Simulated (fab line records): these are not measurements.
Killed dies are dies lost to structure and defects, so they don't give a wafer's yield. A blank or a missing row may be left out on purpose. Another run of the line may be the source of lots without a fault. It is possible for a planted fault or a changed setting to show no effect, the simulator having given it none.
Which tool was responsible? | flow gf180mcu | Sampling: 13 lots, 39 wafers, 4 of 602 route steps

## WHAT THE GAUGES READ, wafer by wafer
GF_V2_THK_MEAS_25: measures by xrf.
lot  | measured     | on            | V2_W_THK (nm)
L389 | day 20 09:08 | film_metro-04 | 358 355 359
L390 | day 20 16:39 | film_metro-04 | 360 365 357
L392 | day 21 17:02 | film_metro-01 | 342 342 345
L393 | day 22 05:04 | film_metro-04 | 346 349 350
L402 | day 24 23:41 | film_metro-01 | 352 360 356
L403 | day 25 10:45 | film_metro-04 | 358 364 361
L404 | day 25 14:59 | film_metro-01 | 343 344 346
L405 | day 26 02:47 | film_metro-02 | 358 356 356
L407 | day 27 00:09 | film_metro-02 | 359 359 369
L408 | day 27 04:52 | film_metro-04 | 360 353 355
L409 | day 27 07:12 | film_metro-02 | 359 362 360
L410 | day 27 09:37 | film_metro-01 | 348 348 342
L412 | day 28 02:46 | film_metro-02 | 355 355 352

## WHICH TOOL RAN EACH LOT (tool, then ch and the chambers of the sampled wafers, then the start)
lot  | GF_V1_CVD_23                  | GF_M2_SPUTTER_01             | GF_M2_SPUTTER_04
L389 | cvd_w-02 ch 0,1, day 18 04:57 | pvd_sputter-01, day 18 05:38 | pvd_sputter-01, day 18 05:43
L390 | cvd_w-02 ch 1, day 18 14:35   | pvd_sputter-01, day 18 15:17 | pvd_sputter-01, day 18 15:22
L392 | cvd_w-01 ch 0,1, day 19 15:32 | pvd_sputter-01, day 19 16:13 | pvd_sputter-01, day 19 16:18
L393 | cvd_w-01 ch 0,1, day 20 03:28 | pvd_sputter-02, day 20 04:10 | pvd_sputter-02, day 20 04:14
L402 | cvd_w-02 ch 0,1, day 22 23:56 | pvd_sputter-01, day 23 00:35 | pvd_sputter-01, day 23 00:40
L403 | cvd_w-01 ch 0,1, day 23 10:46 | pvd_sputter-01, day 23 11:25 | pvd_sputter-01, day 23 11:30
L404 | cvd_w-01 ch 0,1, day 23 16:20 | pvd_sputter-04, day 23 17:09 | pvd_sputter-04, day 23 17:14
L405 | cvd_w-02 ch 0,1, day 24 04:20 | pvd_sputter-04, day 24 05:02 | pvd_sputter-04, day 24 05:07
L407 | cvd_w-02 ch 0,1, day 25 02:48 | pvd_sputter-02, day 25 03:29 | pvd_sputter-02, day 25 03:34
L408 | cvd_w-02 ch 0,1, day 25 07:33 | pvd_sputter-02, day 25 08:14 | pvd_sputter-02, day 25 08:19
L409 | cvd_w-01 ch 0,1, day 25 09:14 | pvd_sputter-04, day 25 09:55 | pvd_sputter-04, day 25 10:00
L410 | cvd_w-01 ch 0,1, day 25 13:35 | pvd_sputter-02, day 25 14:17 | pvd_sputter-02, day 25 14:22
L412 | cvd_w-02 ch 0,1, day 26 07:29 | pvd_sputter-04, day 26 08:10 | pvd_sputter-04, day 26 08:15
- GF_V1_CVD_23: deposits W, target thk 350 nm, time 105.05 s.
- GF_M2_SPUTTER_01: material TiN, target thk 30 nm, time 25 s.
- GF_M2_SPUTTER_04: material TiN, target thk 50 nm, time 41.7 s.

## WHAT THE TOOLS THEMSELVES READ (means of the sampled wafers that have a number; where no wafer has one, the mark that the record gives instead)
GF_V1_CVD_23.
lot  | tool     | heater_power_w (W)
L389 | cvd_w-02 | 774
L390 | cvd_w-02 | 812
L392 | cvd_w-01 | 755
L393 | cvd_w-01 | 807
L402 | cvd_w-02 | 794
L403 | cvd_w-01 | 769
L404 | cvd_w-01 | 827
L405 | cvd_w-02 | 796
L407 | cvd_w-02 | 786
L408 | cvd_w-02 | 803
L409 | cvd_w-01 | 771
L410 | cvd_w-01 | 768
L412 | cvd_w-02 | 775

GF_M2_SPUTTER_01.
lot  | tool           | cathode_dc_power_W (W) | chamber_pressure_pa (Pa) | throttle_valve_pct (%)
L389 | pvd_sputter-01 | 6499.8                 | 0.4007                   | 30.2
L390 | pvd_sputter-01 | 6499.3                 | 0.3999                   | 30.3
L392 | pvd_sputter-01 | 6499.8                 | 0.4005                   | 30.3
L393 | pvd_sputter-02 | 6500.6                 | 0.4004                   | 29.3
L402 | pvd_sputter-01 | 6500.3                 | 0.4011                   | 30.3
L403 | pvd_sputter-01 | 6499.6                 | 0.3996                   | 29.8
L404 | pvd_sputter-04 | 6499.7                 | 0.4003                   | 30.5
L405 | pvd_sputter-04 | 6500.9                 | 0.4002                   | 31.1
L407 | pvd_sputter-02 | 6499.5                 | 0.4006                   | 29.6
L408 | pvd_sputter-02 | 6500.3                 | 0.3998                   | 29.8
L409 | pvd_sputter-04 | 6500.6                 | 0.4002                   | 29.6
L410 | pvd_sputter-02 | 6500.2                 | 0.3998                   | 29.7
L412 | pvd_sputter-04 | 6500.4                 | 0.3995                   | 30.2

GF_M2_SPUTTER_04.
lot  | tool           | cathode_dc_power_W (W) | chamber_pressure_pa (Pa) | throttle_valve_pct (%)
L389 | pvd_sputter-01 | 6501.2                 | 0.4003                   | 30.1
L390 | pvd_sputter-01 | 6499.0                 | 0.4003                   | 30.1
L392 | pvd_sputter-01 | 6499.6                 | 0.4008                   | 30.3
L393 | pvd_sputter-02 | 6500.3                 | 0.3998                   | 29.2
L402 | pvd_sputter-01 | 6500.0                 | 0.4778                   | 27.8
L403 | pvd_sputter-01 | 6500.6                 | 0.4775                   | 27.4
L404 | pvd_sputter-04 | 6500.5                 | 0.3998                   | 30.5
L405 | pvd_sputter-04 | 6500.5                 | 0.4008                   | 31.2
L407 | pvd_sputter-02 | 6500.0                 | 0.4008                   | 29.7
L408 | pvd_sputter-02 | 6500.2                 | 0.3999                   | 29.8
L409 | pvd_sputter-04 | 6500.4                 | 0.4001                   | 29.8
L410 | pvd_sputter-02 | 6499.6                 | 0.3998                   | 29.8
L412 | pvd_sputter-04 | 6500.7                 | 0.4007                   | 30.2

## THE ANSWER, worked out from the rows above alone
Rule: the usual values come from the lots themselves. The widest of any qualifying gaps counts: lots, ordered by their means at a reading, are off when they make up no more than a third of the lots, leave a main group of 4 or more, and stand apart from it by 3 or more times the standard deviation of that group's means. Not used: any main group whose means are identical at the precision the tables above print for the reading. A lot without any number at a reading at which 4 lots or more have one is off too. The other lots that the step has rows for count as sound. The gauges are gone through in route order, then the tools' own readings, and for those a lot's mean is taken as printed above. At the first step where some lot is off, the reading lying furthest off is the one used; lots without a number count as furthest.
Off, at GF_M2_SPUTTER_04 on chamber_pressure_pa: L402, L403. The main group: mean 0.4003 Pa, standard deviation 0.00041.
A tool fits if, at that step or a process step before it, it ran every lot that is off, and no sound lot after the first of them. One fits: pvd_sputter-01 at GF_M2_SPUTTER_01 and GF_M2_SPUTTER_04. At GF_M2_SPUTTER_01 its last sound lot is L392 (day 19 16:13), its first lot that is off L402 (day 23 00:35): a fault that began between those two fits.

## WHAT THE SIMULATOR HAD PUT IN
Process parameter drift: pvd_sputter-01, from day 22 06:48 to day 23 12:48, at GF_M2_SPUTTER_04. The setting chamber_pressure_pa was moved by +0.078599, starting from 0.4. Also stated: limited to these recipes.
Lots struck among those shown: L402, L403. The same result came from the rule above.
